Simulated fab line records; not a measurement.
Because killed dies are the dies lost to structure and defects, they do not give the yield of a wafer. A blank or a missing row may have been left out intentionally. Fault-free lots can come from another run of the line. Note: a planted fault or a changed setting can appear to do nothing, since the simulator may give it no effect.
Matching of chambers -- flow gf180mcu -- 4 sister chambers for GF_SAB_ETCH_11 on rieDiel-02
The step etches SiO2 in C4F8/O2/Ar, target depth 55 nm, time 8.5 s. 4 wafers are shown with their chamber, then 7 later ones without.

== WAFERS WITH THEIR CHAMBER ==
wafer,chamber,rfFwdPowerW (W)
L984.4,1,1481
L984.6,0,1469
L986.3,2,1475
L986.4,3,1460

== WAFERS MISSING THEIR CHAMBER ==
wafer,rfFwdPowerW (W)
L986.5,1468
L987.3,1475
L987.4,1459
L987.5,1473
L988.2,1474
L988.6,1457
L990.2,1486

== EACH ONE'S CHAMBER ==
wafer,from the rows above,in truth
L986.5,0,0
L987.3,2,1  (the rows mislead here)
L987.4,3,3
L987.5,can't be placed: 2 or 0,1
L988.2,can't be placed: 2 or 0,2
L988.6,3,3
L990.2,1,1
Correctly placed: 4 of 7. These rows do not allow placing 2 (true chamber among the candidates in 1). Number placed wrongly: 1.
How it was worked out, from the rows above alone: a wafer's distance from a chamber is the root of the sum, over the readings, of the square of ((its reading less the chamber's mean) divided by the reading's scatter). If the next closest chamber is less than 2 further off than the closest, the wafer can't be placed; otherwise it belongs to the closest. The mean given for a chamber averages the wafers shown for that chamber. The scatter (one wafer shown for each chamber): square how far every hidden wafer sits from the nearest shown wafer, average those squares and take the square root.
